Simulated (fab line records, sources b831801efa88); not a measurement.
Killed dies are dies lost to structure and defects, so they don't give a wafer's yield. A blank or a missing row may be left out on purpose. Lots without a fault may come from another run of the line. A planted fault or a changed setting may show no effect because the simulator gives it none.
Problem report in the 8D (eight disciplines) form, filled by code | flow gf180mcu | the parts of the form that need people (team, actions taken, sign-off) are left out

1. THE PROBLEM
run_length_s at GF_SAB_WET_ETCH_12 reads a mean of 334 s on 6 wafers of 2 lots; wafers without a fault read 468 s with a standard deviation of 3.1. That is -43 standard deviations from the usual mean.
The step: etches SiO2 in dHF, target depth 22 nm, time 440 s.
First seen on wafer L528.4, day 16 10:11, on wet_bench-01. The record holds 18 wafers of 6 lots with a number at this step. Rule for "out", or "out of limits": more than 4 standard deviations from the usual mean. The other wafers with a number count as sound.

2. WHAT IT IS AND WHAT IT IS NOT
question                    | is                     | is not
which readings at this step | run_length_s           | temp_c
which lots                  | L528, L530             | L526, L527, L532, L544
which wafers of those lots  | all that have a number | -
read on which tools         | wet_bench-01           | wet_bench-02
when                        | from day 16 10:11      | up to then (6 sound wafers); but 6 sound wafers of L532, L544 came after

3. SUSPECTS, AND WHAT RULES EACH OUT
Counting: a tool at a process step up to the reading stays a suspect if it ran every lot that is out and no sound lot after the first of them.
- wet_bench-01 at GF_SAB_WET_ETCH_12 (etches SiO2 in dHF, target depth 22 nm, time 440 s): kept. It ran every lot that is out, first L528 (day 16 10:11), and no sound lot after that; its last sound lot up to then is L527 (day 15 22:16). Its own readings are out on those wafers: run_length_s.
Left after counting: wet_bench-01 at GF_SAB_WET_ETCH_12.

4. THE CAUSE (what the simulator had put in)
Process parameter drift: wet_bench-01, from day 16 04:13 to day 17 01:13, at GF_SAB_WET_ETCH_12. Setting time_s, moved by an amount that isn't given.
Counting left only this tool.

5. THE CHAIN OF EFFECTS, in route order
Each row: a reading whose mean over the struck wafers that have a number lies more than 3 standard deviations from the usual. Only readings for which the record gives a usual standard deviation are gone through. hours: the time from each lot's start at the first step in this table that gives one to its start at this step, as a median over the lots. sigmas: the change in usual standard deviations.
hours | step               | reading      | usual | on struck wafers | change | sigmas
0     | GF_SAB_WET_ETCH_12 | run_length_s | 468 s | 334              | -134   | -43
The process steps in it:
- GF_SAB_WET_ETCH_12: etches SiO2 in dHF, target depth 22 nm, time 440 s.

6. WHAT WOULD HAVE CAUGHT IT SOONER
In this record the first reading out of limits was taken at day 16 10:11, 6 hours after the fault began at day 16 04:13.
